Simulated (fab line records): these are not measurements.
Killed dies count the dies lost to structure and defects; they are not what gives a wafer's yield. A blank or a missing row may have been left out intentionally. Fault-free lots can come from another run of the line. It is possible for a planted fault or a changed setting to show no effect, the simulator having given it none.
fab line records + flow sky130
record:
- lots: 11
- wafers: 30
- last-day: 50
route steps=708 shown LDD_HVP@287 POLY_CUT@315 VIA2@507 PAD_OPEN@708
lots that met no fault: from a run of the same line without faults
start-h: hours from the record's first day to the start of the lot's first wafer shown + wait-h: how many hours have passed since the lot's step before this one + " as in the row above + L1.1+2: several wafers, shown together as one row + - value missing, or start not given + * or withheld: withheld + < > ~ a bound
route shown NAME@n: names a module that has steps shown in the file, with the first one's number in the route + usual: average and standard deviation across the fault-free wafers + same: alike in all rows + chamber/n: place in a boat + sites: each site's reading + _std_site: the values' standard deviation + _edge_site: inner sites' mean taken away from outer sites' mean + radius-mm: for every site, how far away it sits from the centre of the wafer + mask NAME#n: copy n + behind: tool/chamber where the wafer was last shaped + hold: what put the lot on hold/how long, in hours/how the hold closed + device: whichever transistor did not switch (one of n, p or np) + end of line: the route-end tests of the same wafers + where a step has no rows: the recipe by itself + killed: the dies lost at the first sort to structure and to defects; this is not the yield of the wafer + map: a wafer's dies, marking killed ones x, the rest . and places with no die _
set.NAME: the setting the step ran with; set.NAME@STEP: the setting that earlier step ran with + model.NAME: the simulator's own value behind a step, which no gauge read
a sample of lots followed through the steps of the route, with each step as a table and each wafer as a row
services: a tool's chamber out of use, with start hour (start-h, from the record's first day; less than 0 if before it), hours out, and reason
== steps ==
step: SKY_LDD_HVP_STRIP_09
recipe:
- chemistry: O2/N2
- power-w: 1400
- pressure-mtorr: 1500
- platen-temp-c: withheld
- o2-flow-sccm: 3000
- n2-flow-sccm: 300
- overash-fraction: 0.5
usual:
- drypump-motor-current-A: 5.5/0.38
- n2-flow-sccm: 300.0/1.3
- o2-flow-sccm: 3000/9.6
- oes-product-au: 0.408/0.0047
- strip-time-to-endpoint-s: 4.133/0.013
| lot.wafer | tool            | chamber | start-h | wait-h | drypump-motor-current-A | n2-flow-sccm | o2-flow-sccm | oes-product-au | rf-hours-counter-h | strip-time-to-endpoint-s |
|-----------|-----------------|---------|---------|--------|-------------------------|--------------|--------------|----------------|--------------------|--------------------------|
| L614.2    | plasma-asher-01 | 0       | 516.30  | 0.1    | 5.9                     | 299.5        | 3011         | 0.407          | 86                 | 4.163                    |
| L614.5    | "               | 1       | "       | "      | 5.1                     | 300.2        | 2989         | 0.405          | -                  | 4.159                    |
| L614.6    | "               | 0       | "       | "      | 6.0                     | 298.9        | 3008         | 0.405          | -                  | 4.136                    |
| L617.3    | plasma-asher-01 | 1       | 537.39  | 0.1    | 5.1                     | 300.1        | 2999         | 0.405          | -                  | 4.142                    |
| L617.5    | "               | 1       | "       | "      | 5.1                     | 300.3        | 3003         | 0.401          | -                  | 4.124                    |
| L617.6    | "               | 0       | "       | "      | 5.9                     | 299.7        | 2995         | 0.413          | -                  | 4.145                    |
| L618.1    | plasma-asher-01 | 1       | 547.63  | 0.1    | 5.1                     | 300.2        | 3003         | 0.400          | 91                 | 4.142                    |
| L618.4    | "               | 1       | "       | "      | 5.1                     | 299.8        | 3009         | 0.411          | -                  | 4.144                    |
| L618.5    | "               | 1       | "       | "      | 5.2                     | 300.1        | 3001         | 0.413          | -                  | 4.119                    |
| L620.1    | plasma-asher-03 | 1       | 559.08  | 0.1    | 5.2                     | 300.3        | 2989         | 0.414          | 15                 | 4.130                    |
| L620.3    | "               | 0       | "       | "      | 5.4                     | 300.6        | 3006         | 0.405          | -                  | 4.135                    |
| L620.4    | "               | 1       | "       | "      | 5.2                     | 299.9        | 2994         | 0.406          | -                  | 4.136                    |
| L622.1    | plasma-asher-03 | 0       | 575.43  | 0.1    | 5.5                     | 299.9        | 3007         | 0.410          | 17                 | 4.132                    |
| L622.2    | "               | 1       | "       | "      | 5.2                     | 301.8        | 2995         | 0.410          | 17                 | 4.128                    |
| L622.3    | "               | 1       | "       | "      | 5.2                     | 299.6        | 2992         | 0.412          | -                  | 4.124                    |
| L624.3    | plasma-asher-04 | 1       | 602.91  | 0.1    | 6.1                     | 301.1        | 3007         | 0.415          | -                  | 4.145                    |
| L624.4    | "               | 0       | "       | "      | 5.3                     | 301.1        | 2992         | 0.406          | -                  | 4.131                    |
| L624.5    | "               | 0       | "       | "      | 5.2                     | 301.6        | 3004         | 0.412          | -                  | 4.144                    |
| L625.4    | plasma-asher-03 | 0       | 606.94  | 0.1    | 5.4                     | 298.7        | 3001         | 0.411          | -                  | 4.139                    |
| L625.5    | "               | 1       | "       | "      | 5.2                     | 299.7        | 3003         | 0.410          | -                  | 4.123                    |
| L626.3    | plasma-asher-04 | 0       | 615.59  | 0.1    | 5.3                     | 299.5        | 3010         | 0.403          | -                  | 4.153                    |
| L626.5    | "               | 0       | "       | "      | 5.3                     | 299.7        | 2984         | 0.406          | -                  | 4.150                    |
| L626.6    | "               | 1       | "       | "      | 6.1                     | 302.3        | 3002         | 0.402          | -                  | 4.126                    |
| L627.2    | plasma-asher-04 | 0       | 626.15  | 0.1    | 5.3                     | 299.6        | 2994         | 0.410          | 71                 | 4.116                    |
| L627.3    | "               | 1       | "       | "      | 6.1                     | 298.5        | 3005         | 0.413          | -                  | 4.140                    |
| L628.4    | plasma-asher-04 | 0       | 634.07  | 0.1    | 5.3                     | 300.7        | 2987         | 0.405          | -                  | 4.149                    |
| L628.5    | "               | 1       | "       | "      | 6.1                     | 298.4        | 2982         | 0.411          | -                  | 4.134                    |
| L634.2    | plasma-asher-04 | 0       | 676.78  | 0.1    | 5.3                     | 301.1        | 2991         | 0.403          | 76                 | 4.109                    |
| L634.3    | "               | 0       | "       | "      | 5.3                     | 299.4        | 3006         | 0.411          | -                  | 4.120                    |
| L634.6    | "               | 1       | "       | "      | 6.1                     | 300.2        | 2996         | 0.408          | -                  | 4.125                    |
step: SKY_POLY_CUT_CD_MEAS_08
recipe:
- target-cd-nm: 270
usual:
- cd-nm: 270.1/1.1
| lot.wafer | tool      | chamber | start-h | wait-h | cd-nm |
|-----------|-----------|---------|---------|--------|-------|
| L614.2    | cd-sem-02 | -       | 579.08  | -      | 269.8 |
| L614.5    | "         | -       | "       | "      | 269.3 |
| L614.6    | "         | -       | "       | "      | 268.2 |
| L617.3    | cd-sem-02 | -       | 600.65  | -      | 272.7 |
| L617.5    | "         | -       | "       | "      | 271.7 |
| L617.6    | "         | -       | "       | "      | 272.5 |
| L618.1    | cd-sem-02 | -       | 610.06  | -      | 270.6 |
| L618.4    | "         | -       | "       | "      | 271.4 |
| L618.5    | "         | -       | "       | "      | 270.9 |
| L620.1    | cd-sem-02 | -       | 622.06  | -      | 268.6 |
| L620.3    | "         | -       | "       | "      | 267.0 |
| L620.4    | "         | -       | "       | "      | 267.7 |
| L622.1    | cd-sem-01 | -       | 637.86  | -      | 269.6 |
| L622.2    | "         | -       | "       | "      | 270.1 |
| L622.3    | "         | -       | "       | "      | 269.3 |
| L624.3    | cd-sem-01 | -       | 663.53  | -      | 269.7 |
| L624.4    | "         | -       | "       | "      | 270.8 |
| L624.5    | "         | -       | "       | "      | 271.1 |
| L625.4    | cd-sem-02 | -       | 669.28  | -      | 269.2 |
| L625.5    | "         | -       | "       | "      | 270.6 |
| L626.3    | cd-sem-01 | -       | 678.83  | -      | 268.9 |
| L626.5    | "         | -       | "       | "      | 268.5 |
| L626.6    | "         | -       | "       | "      | 269.9 |
| L627.2    | cd-sem-01 | -       | 688.39  | -      | 269.7 |
| L627.3    | "         | -       | "       | "      | 269.2 |
| L628.4    | cd-sem-01 | -       | 694.65  | -      | 271.0 |
| L628.5    | "         | -       | "       | "      | 270.2 |
| L634.2    | cd-sem-01 | -       | 736.28  | -      | 270.8 |
| L634.3    | "         | -       | "       | "      | 271.1 |
| L634.6    | "         | -       | "       | "      | 271.1 |
step: SKY_POLY_CUT_ETCH_10
recipe:
- chemistry: N2/H2
- target: BARC
- ion-energy-ev: 200
- source-w: 500
- bias-w: 100
- pressure-mtorr: 30
- n2-flow-sccm: 100
- h2-flow-sccm: 200
- stop-on: SiO2
- time-s: 45.9
- target-depth-a: 600
usual:
- drypump-motor-current-A: 5.9/0.49
- n2-flow-sccm: 100.03/0.27
- oes-product-au: 0.855/0.0045
- throttle-valve-pct: 13.225/0.0086
| lot.wafer | tool        | chamber | start-h | wait-h | drypump-motor-current-A | n2-flow-sccm | oes-product-au | rf-hours-counter-h | throttle-valve-pct |
|-----------|-------------|---------|---------|--------|-------------------------|--------------|----------------|--------------------|--------------------|
| L614.2    | rie-diel-02 | 2       | 579.22  | 0.0    | 5.8                     | 100.53       | 0.858          | 12                 | 13.218             |
| L614.5    | "           | 0       | "       | "      | 6.5                     | 99.49        | 0.858          | -                  | 13.252             |
| L614.6    | "           | 3       | "       | "      | 5.3                     | 100.14       | 0.854          | -                  | 13.224             |
| L617.3    | rie-diel-02 | 0       | 600.77  | 0.0    | 6.5                     | 100.65       | 0.860          | 18                 | 13.231             |
| L617.5    | "           | 3       | "       | "      | 5.4                     | 100.38       | 0.859          | -                  | 13.237             |
| L617.6    | "           | 0       | "       | "      | 6.5                     | 100.08       | 0.858          | -                  | 13.239             |
| L618.1    | rie-diel-03 | 1       | 610.22  | 0.0    | 6.2                     | 99.89        | 0.850          | 16                 | 13.225             |
| L618.4    | "           | 0       | "       | "      | 6.8                     | 100.28       | 0.859          | 4                  | 13.228             |
| L618.5    | "           | 1       | "       | "      | 6.2                     | 99.86        | 0.853          | -                  | 13.218             |
| L620.1    | rie-diel-01 | 3       | 622.22  | 0.0    | 5.5                     | 99.95        | 0.860          | 48                 | 13.227             |
| L620.3    | "           | 0       | "       | "      | 5.8                     | 100.25       | 0.857          | 5                  | 13.228             |
| L620.4    | "           | 1       | "       | "      | 6.0                     | 99.53        | 0.850          | 13                 | 13.227             |
| L622.1    | rie-diel-02 | 1       | 638.02  | 0.0    | 5.5                     | 100.42       | 0.851          | 2                  | 13.227             |
| L622.2    | "           | 0       | "       | "      | 6.5                     | 99.72        | 0.853          | 19                 | 13.218             |
| L622.3    | "           | 3       | "       | "      | 5.4                     | 100.08       | 0.855          | 5                  | 13.224             |
| L624.3    | rie-diel-01 | 0       | 663.65  | 0.0    | 5.8                     | 99.97        | 0.848          | 5                  | 13.207             |
| L624.4    | "           | 1       | "       | "      | 6.0                     | 99.89        | 0.856          | 14                 | 13.216             |
| L624.5    | "           | 1       | "       | "      | 6.0                     | 100.03       | 0.855          | -                  | 13.226             |
| L625.4    | rie-diel-02 | 1       | 669.37  | 0.0    | 5.5                     | 99.82        | 0.856          | 3                  | 13.215             |
| L625.5    | "           | 3       | "       | "      | 5.4                     | 99.99        | 0.862          | -                  | 13.226             |
| L626.3    | rie-diel-02 | 3       | 678.95  | 0.0    | 5.4                     | 100.00       | 0.857          | 6                  | 13.236             |
| L626.5    | "           | 0       | "       | "      | 6.5                     | 100.15       | 0.853          | -                  | 13.224             |
| L626.6    | "           | 1       | "       | "      | 5.5                     | 99.78        | 0.866          | -                  | 13.220             |
| L627.2    | rie-diel-02 | 3       | 688.52  | 0.0    | 5.4                     | 99.76        | 0.851          | 6                  | 13.228             |
| L627.3    | "           | 1       | "       | "      | 5.4                     | 100.24       | 0.856          | 4                  | 13.207             |
| L628.4    | rie-diel-03 | 3       | 694.75  | 0.0    | 4.9                     | 100.08       | 0.853          | 8                  | 13.215             |
| L628.5    | "           | 1       | "       | "      | 6.3                     | 99.86        | 0.856          | -                  | 13.226             |
| L634.2    | rie-diel-01 | 1       | 736.42  | 0.0    | 6.1                     | 99.71        | 0.851          | 15                 | 13.218             |
| L634.3    | "           | 3       | "       | "      | 5.5                     | 100.02       | 0.856          | 0                  | 13.217             |
| L634.6    | "           | 3       | "       | "      | 5.5                     | 99.91        | 0.855          | -                  | 13.212             |
step: SKY_VIA2_HDPCVD_00
recipe:
- material: SiO2
- target-thk-nm: 1180
- sigma-open-frac: 0.3
- time-s: 196.7
- temp-c: 400
- sih4-flow-sccm: 60
- pressure-mtorr: 6
usual:
- run-length-s: 224.6/0.6
| lot.wafer | tool      | chamber | start-h | wait-h | run-length-s |
|-----------|-----------|---------|---------|--------|--------------|
| L614.2    | hdpcvd-02 | 0       | 847.97  | 0.0    | 224.4        |
| L614.5    | "         | 1       | "       | "      | 223.8        |
| L614.6    | "         | 2       | "       | "      | 224.7        |
| L617.3    | hdpcvd-01 | 2       | 867.10  | 0.0    | 225.4        |
| L617.5    | "         | 2       | "       | "      | 225.9        |
| L617.6    | "         | 1       | "       | "      | 224.7        |
| L618.1    | hdpcvd-02 | 0       | 875.86  | 0.0    | 225.1        |
| L618.4    | "         | 0       | "       | "      | 224.8        |
| L618.5    | "         | 1       | "       | "      | 224.1        |
| L620.1    | hdpcvd-02 | 2       | 882.82  | 0.0    | 223.7        |
| L620.3    | "         | 0       | "       | "      | 224.6        |
| L620.4    | "         | 0       | "       | "      | 224.7        |
| L622.1    | hdpcvd-02 | 0       | 897.24  | 0.0    | 224.5        |
| L622.2    | "         | 1       | "       | "      | 223.9        |
| L622.3    | "         | 2       | "       | "      | 224.1        |
| L624.3    | hdpcvd-01 | 1       | 920.14  | 0.0    | 224.5        |
| L624.4    | "         | 0       | "       | "      | 224.5        |
| L624.5    | "         | 1       | "       | "      | 224.4        |
| L625.4    | hdpcvd-02 | 2       | 927.34  | 0.1    | 223.7        |
| L625.5    | "         | 0       | "       | "      | 202.4        |
| L626.3    | hdpcvd-01 | 0       | 933.18  | 0.0    | 225.1        |
| L626.5    | "         | 0       | "       | "      | 225.1        |
| L626.6    | "         | 1       | "       | "      | 224.7        |
| L627.2    | hdpcvd-02 | 1       | 942.18  | 0.0    | 223.7        |
| L627.3    | "         | 2       | "       | "      | 201.9        |
| L628.4    | hdpcvd-02 | 2       | 948.71  | 0.1    | 224.3        |
| L628.5    | "         | 0       | "       | "      | 202.3        |
| L634.2    | hdpcvd-01 | 1       | 982.98  | 0.0    | 224.3        |
| L634.3    | "         | 0       | "       | "      | 224.8        |
| L634.6    | "         | 2       | "       | "      | 225.5        |
step: SKY_VIA2_THK_MEAS_01
recipe:
- reads: SiO2_of_VIA2_HDPCVD_00
usual:
- VIA2_HDPCVD_THK: 1175/11
| lot.wafer | tool          | chamber | start-h | wait-h | VIA2_HDPCVD_THK[nm] |
|-----------|---------------|---------|---------|--------|---------------------|
| L614.2    | film-metro-04 | -       | 848.11  | 0.1    | 1175                |
| L614.5    | "             | -       | "       | "      | 1172                |
| L614.6    | "             | -       | "       | "      | 1192                |
| L617.3    | film-metro-02 | -       | 867.24  | 0.1    | 1191                |
| L617.5    | "             | -       | "       | "      | 1186                |
| L617.6    | "             | -       | "       | "      | 1194                |
| L618.1    | film-metro-04 | -       | 875.98  | 0.1    | 1165                |
| L618.4    | "             | -       | "       | "      | 1180                |
| L618.5    | "             | -       | "       | "      | 1172                |
| L620.1    | film-metro-04 | -       | 882.95  | 0.1    | 1160                |
| L620.3    | "             | -       | "       | "      | 1172                |
| L620.4    | "             | -       | "       | "      | 1167                |
| L622.1    | film-metro-04 | -       | 897.37  | 0.1    | 1179                |
| L622.2    | "             | -       | "       | "      | 1170                |
| L622.3    | "             | -       | "       | "      | 1174                |
| L624.3    | film-metro-02 | -       | 920.29  | 0.1    | 1173                |
| L624.4    | "             | -       | "       | "      | 1167                |
| L624.5    | "             | -       | "       | "      | 1165                |
| L625.4    | film-metro-02 | -       | 927.43  | 0.0    | 1172                |
| L625.5    | "             | -       | "       | "      | 1045                |
| L626.3    | film-metro-04 | -       | 933.32  | 0.1    | 1175                |
| L626.5    | "             | -       | "       | "      | 1197                |
| L626.6    | "             | -       | "       | "      | 1175                |
| L627.2    | film-metro-02 | -       | 942.31  | 0.1    | 1177                |
| L627.3    | "             | -       | "       | "      | 1041                |
| L628.4    | film-metro-04 | -       | 948.80  | 0.0    | 1171                |
| L628.5    | "             | -       | "       | "      | 1053                |
| L634.2    | film-metro-04 | -       | 983.11  | 0.1    | 1180                |
| L634.3    | "             | -       | "       | "      | 1178                |
| L634.6    | "             | -       | "       | "      | 1174                |
step: SKY_PAD_OPEN_PROBE_99
usual:
- defect-limited-yield: 82.3/1.8
- killed_at_M0_to_M3: 43/6.9
- killed_at_M4_up: 3.2/1.6
- killed-at-contacts: 25/5.1
- killed-at-front-end: 16/4.5
- killed-at-other: 0.3/0.68
- killed-dies: 87/8.9
- killed-open: 48/6.9
- killed-short: 39/6.3
- sort_bin_3_pad_short: 0.8/0.4
- sort_bin_5_function: 10.5/1.4
- sort_bin_6_memory: 6.4/1.1
- sort-n-pass: 405/8.9
- sort-yield-pct: 82.3/1.8
same:
- gross-dies: 492
- killed-at-back-side: 0
- sort_bin_4_leakage[%]: 0
- sort_bin_8_speed[%]: 0
| lot.wafer | tool      | chamber | start-h | wait-h | defect-limited-yield[%] | killed_at_M0_to_M3 | killed_at_M4_up | killed-at-contacts | killed-at-front-end | killed-at-other | killed-dies | killed-open | killed-short | sort_bin_3_pad_short[%] | sort_bin_5_function[%] | sort_bin_6_memory[%] | sort-n-pass | sort-yield-pct[%] |
|-----------|-----------|---------|---------|--------|-------------------------|--------------------|-----------------|--------------------|---------------------|-----------------|-------------|-------------|--------------|-------------------------|------------------------|----------------------|-------------|-------------------|
| L622.1    | prober-02 | -       | 1141.95 | 0.1    | 82.7                    | 42                 | 4               | 24                 | 14                  | 1               | 85          | 47          | 38           | 1.0                     | 10.2                   | 6.1                  | 407         | 82.7              |
| L622.2    | prober-02 | -       | 1142.00 | 0.1    | 81.9                    | 45                 | 6               | 21                 | 16                  | 1               | 89          | 34          | 55           | 0.6                     | 10.8                   | 6.7                  | 403         | 81.9              |
| L622.3    | prober-02 | -       | 1142.05 | 0.2    | 81.5                    | 53                 | 3               | 19                 | 15                  | 1               | 91          | 48          | 42           | 0                       | 10.6                   | 7.9                  | 401         | 81.5              |
| L624.3    | prober-02 | -       | 1159.24 | 0.2    | 81.7                    | 40                 | 4               | 28                 | 18                  | 0               | 90          | 54          | 36           | 0.4                     | 10.4                   | 7.5                  | 402         | 81.7              |
| L624.4    | prober-02 | -       | 1159.29 | 0.2    | 85.6                    | 35                 | 2               | 21                 | 12                  | 1               | 71          | 40          | 30           | 0.8                     | 8.9                    | 4.7                  | 421         | 85.6              |
| L624.5    | prober-02 | -       | 1159.34 | 0.2    | 82.3                    | 43                 | 4               | 26                 | 14                  | 0               | 87          | 44          | 43           | 0.8                     | 10.6                   | 6.3                  | 405         | 82.3              |
| L627.2    | prober-01 | -       | 1177.89 | 0.1    | 80.5                    | 46                 | 4               | 23                 | 22                  | 1               | 96          | 49          | 47           | 1.2                     | 12.2                   | 6.1                  | 396         | 80.5              |
| L628.4    | prober-02 | -       | 1179.84 | 0.2    | 82.5                    | 37                 | 4               | 31                 | 14                  | 0               | 86          | 47          | 39           | 1.8                     | 8.9                    | 6.7                  | 406         | 82.5              |
| L628.5    | prober-02 | -       | 1179.89 | 0.2    | 81.9                    | 48                 | 3               | 21                 | 17                  | 0               | 89          | 42          | 47           | 0.8                     | 9.6                    | 7.7                  | 403         | 81.9              |
killed by level:class
L622.1 VIA1:geometric-particle:open=10 VIA1:geometric-particle:short=9 CONTACT:geometric-particle:open=8 LI_CONTACT:geometric-particle:open=6 VIA2:geometric-particle:open=6 CONTACT:geometric-particle:short=5 POLY_GATE:geometric-particle:open=4 METAL1:geometric-particle:short=4
L622.2 VIA1:geometric-particle:open=9 VIA1:geometric-particle:short=7 METAL2:geometric-particle:short=7 FIELD_ISO:geometric-particle:short=6 VIA3:geometric-particle:open=6 METAL1:geometric-particle:short=6 LI_CONTACT:geometric-particle:open=5 METAL4:geometric-particle:short=4
L622.3 VIA1:geometric-particle:open=15 VIA1:geometric-particle:short=9 CONTACT:geometric-particle:open=8 METAL1:geometric-particle:short=7 VIA3:geometric-particle:open=7 FIELD_ISO:geometric-particle:short=6 FIELD_ISO:geometric-particle:open=6 LI_CONTACT:geometric-particle:open=5
L624.3 VIA1:geometric-particle:open=18 LI_CONTACT:geometric-particle:open=10 FIELD_ISO:geometric-particle:short=8 CONTACT:geometric-particle:open=7 VIA3:geometric-particle:open=7 CONTACT:geometric-particle:short=6 METAL2:geometric-particle:short=4 FIELD_ISO:geometric-particle:open=3
L624.4 VIA1:geometric-particle:open=12 CONTACT:geometric-particle:open=8 VIA3:geometric-particle:open=7 METAL1:geometric-particle:short=6 VIA1:geometric-particle:short=5 LI_CONTACT:geometric-particle:open=4 LI_CONTACT:geometric-particle:short=3 LOCAL_INTERCONNECT:geometric-particle:short=3
L624.5 CONTACT:geometric-particle:open=11 VIA1:geometric-particle:open=10 VIA1:geometric-particle:short=8 METAL2:geometric-particle:short=8 LI_CONTACT:geometric-particle:open=7 POLY_GATE:geometric-particle:short=4 CONTACT:geometric-particle:short=4 POLY_GATE:geometric-particle:open=3
L627.2 VIA1:geometric-particle:open=14 VIA3:geometric-particle:open=8 FIELD_ISO:geometric-particle:short=7 CONTACT:geometric-particle:short=7 LI_CONTACT:geometric-particle:open=7 VIA3:geometric-particle:short=6 VIA1:geometric-particle:short=6 CONTACT:geometric-particle:open=5
L628.4 CONTACT:geometric-particle:open=13 LI_CONTACT:geometric-particle:open=7 CONTACT:geometric-particle:short=6 VIA3:geometric-particle:open=6 VIA1:geometric-particle:open=6 METAL2:geometric-particle:short=5 POLY_GATE:geometric-particle:short=4 FIELD_ISO:geometric-particle:open=3
L628.5 VIA3:geometric-particle:open=8 VIA1:geometric-particle:short=7 VIA1:geometric-particle:open=7 LI_CONTACT:geometric-particle:open=6 CONTACT:geometric-particle:short=6 POLY_GATE:geometric-particle:short=5 METAL1:geometric-particle:short=5 METAL2:geometric-particle:short=4
== services ==
| tool            | chamber | start-h | hours | kind   |
|-----------------|---------|---------|-------|--------|
| hdpcvd-01       | 0       | 492.94  | 6.5   | repair |
| rie-diel-02     | 3       | 497.07  | 3.2   | repair |
| plasma-asher-04 | -       | 512.20  | 68.9  | repair |
| hdpcvd-01       | 0       | 530.36  | 17.4  | repair |
| rie-diel-02     | 3       | 533.27  | 1.3   | repair |
| rie-diel-02     | -       | 541.70  | 14.6  | pm     |
| hdpcvd-02       | 2       | 553.95  | 10.2  | repair |
| plasma-asher-04 | -       | 574.59  | 8.9   | repair |
| hdpcvd-02       | 0       | 589.34  | 7.8   | repair |
| plasma-asher-04 | -       | 605.76  | 4.4   | repair |
| hdpcvd-01       | -       | 650.75  | 15.0  | pm     |
| hdpcvd-01       | -       | 652.14  | 0.7   | repair |
| hdpcvd-02       | 0       | 679.08  | 7.5   | repair |
| plasma-asher-04 | -       | 718.77  | 0.6   | repair |
| rie-diel-02     | 3       | 755.08  | 4.5   | repair |
| hdpcvd-02       | -       | 757.34  | 1.1   | repair |
| plasma-asher-04 | -       | 764.55  | 1.2   | repair |
| rie-diel-02     | 1       | 810.69  | 11.2  | repair |
| rie-diel-02     | 0       | 904.76  | 2.7   | repair |
| rie-diel-02     | 0       | 924.94  | 3.0   | repair |
| rie-diel-02     | 1       | 948.40  | 8.7   | repair |
| hdpcvd-02       | -       | 950.25  | 15.0  | pm     |
| hdpcvd-02       | 2       | 951.16  | 10.9  | repair |
| rie-diel-02     | 1       | 959.82  | 18.5  | repair |
== key ==
first-sign:
- step: SKY_VIA2_HDPCVD_00
- reading: run-length-s
- direction: down
- sigmas: 38
- usual: *
- struck: *
effect:
- step: SKY_VIA2_THK_MEAS_01
- reading: VIA2_HDPCVD_THK
- direction: down
- sigmas: 12
- usual: 1175
- struck: 1046
met-at SKY_VIA2_HDPCVD_00
struck-lots L625,L627,L628
struck-wafers L625.5,L627.3,L628.5
not-acting-at SKY_LDD_HVP_STRIP_09,SKY_POLY_CUT_CD_MEAS_08,SKY_POLY_CUT_ETCH_10
onset-between 897.24 927.34
fault:
- kind: process-parameter-drift
- tool: hdpcvd-02
- chamber: -
- onset-h: 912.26
- steps: SKY_VIA2_HDPCVD_00
- channel: time-s
- offset: *
- shape: step
- end-h: 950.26
- scope: struck-wafers-only
- acts-in: *
- stated: *
